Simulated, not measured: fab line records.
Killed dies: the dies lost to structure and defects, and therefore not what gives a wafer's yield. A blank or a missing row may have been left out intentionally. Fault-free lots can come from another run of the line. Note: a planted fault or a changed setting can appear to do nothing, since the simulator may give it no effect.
One fault seen from 2 desks + flow sky130 + each desk has only its own numbers; what lay behind them comes last

AT THE METROLOGY DESK
What the gauges read, lot by lot, whatever tool the lot ran on: means of the sampled wafers that have a number. A lot is out of limits, marked OUT, if its mean lies more than 4 standard deviations from the usual mean; the brackets give that distance.
Columns: A = NWELL_RS at SKY_NWELL_RS_MEAS_29, usual 624.6 ohm/sq; B = VT_ADJUST_PCH_OVL at SKY_VT_ADJUST_PCH_OVL_MEAS_07, usual -1.2 nm
| lot  | first seen here | A               | B    |
|------|-----------------|-----------------|------|
| L437 | day 5 03:19     | 627.2           | -0.9 |
| L438 | day 5 11:17     | 625.4           | -2.8 |
| L439 | day 5 15:20     | 623.7           | -1.8 |
| L440 | day 6 05:19     | 620.3           | -2.3 |
| L442 | day 6 16:53     | 626.3           | -0.2 |
| L443 | day 6 21:29     | 623.3           | -1.3 |
| L445 | day 7 09:52     | 624.0           | -0.6 |
| L446 | day 8 00:59     | 626.5           | 0.2  |
| L447 | day 8 04:11     | 624.0           | -0.8 |
| L452 | day 9 03:51     | 623.4           | -2.9 |
| L454 | day 9 16:22     | 653.7 (+15) OUT | -    |
| L455 | day 9 18:34     | 649.6 (+12) OUT | -    |
| L456 | day 10 08:50    | 647.4 (+11) OUT | -    |
| L459 | day 10 23:44    | 622.4           | -2.3 |
| L460 | day 11 03:56    | 624.7           | -1.3 |
Per this desk, out of limits: L454, L455, L456; the first was L454, day 9 16:22 (NWELL_RS at SKY_NWELL_RS_MEAS_29). L437, L438, L439, L440, L442, L443, L445, L446, L447, L452, L459, L460 stayed within limits.

THE TOOL OWNER'S DESK: implanter-03
The tool's own readings at SKY_NWELL_IMPLANT_13: means of the sampled wafers that have a number, for each lot that ran on this tool. A lot is out of limits, marked OUT, if its mean lies more than 4 standard deviations from the usual mean; the brackets give that distance.
Columns: A = beamEnergyKeV at SKY_NWELL_IMPLANT_13, usual 49.997; B = beamOnS at SKY_NWELL_IMPLANT_13, usual 10.01 s
| lot  | first seen here | A      | B     |
|------|-----------------|--------|-------|
| L438 | day 4 17:45     | 50.013 | 10.04 |
| L439 | day 4 21:26     | 49.992 | 10.18 |
| L440 | day 5 10:07     | 49.978 | 9.92  |
| L442 | day 5 21:30     | 49.993 | 10.22 |
| L445 | day 6 14:43     | 49.992 | 10.04 |
| L446 | day 7 04:58     | 49.995 | 10.13 |
| L460 | day 10 04:33    | 49.974 | 9.97  |
This desk's finding: nothing out of limits on any of the 7 lots.

BROUGHT TOGETHER
The metrology desk could have raised an alarm at day 9 16:22, on L454, L455, L456.
The tool owner's desk saw nothing out of limits.
The tool owner's desk has no number on record for L454, L455, L456.
On implanter-03, each named lot ran SKY_NWELL_IMPLANT_13.

WHAT WAS PUT IN BY THE SIMULATOR
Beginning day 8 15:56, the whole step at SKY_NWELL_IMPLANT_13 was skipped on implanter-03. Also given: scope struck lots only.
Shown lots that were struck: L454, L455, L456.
Hours from the fault's start to each desk's first reading out of limits: the metrology desk, 24.
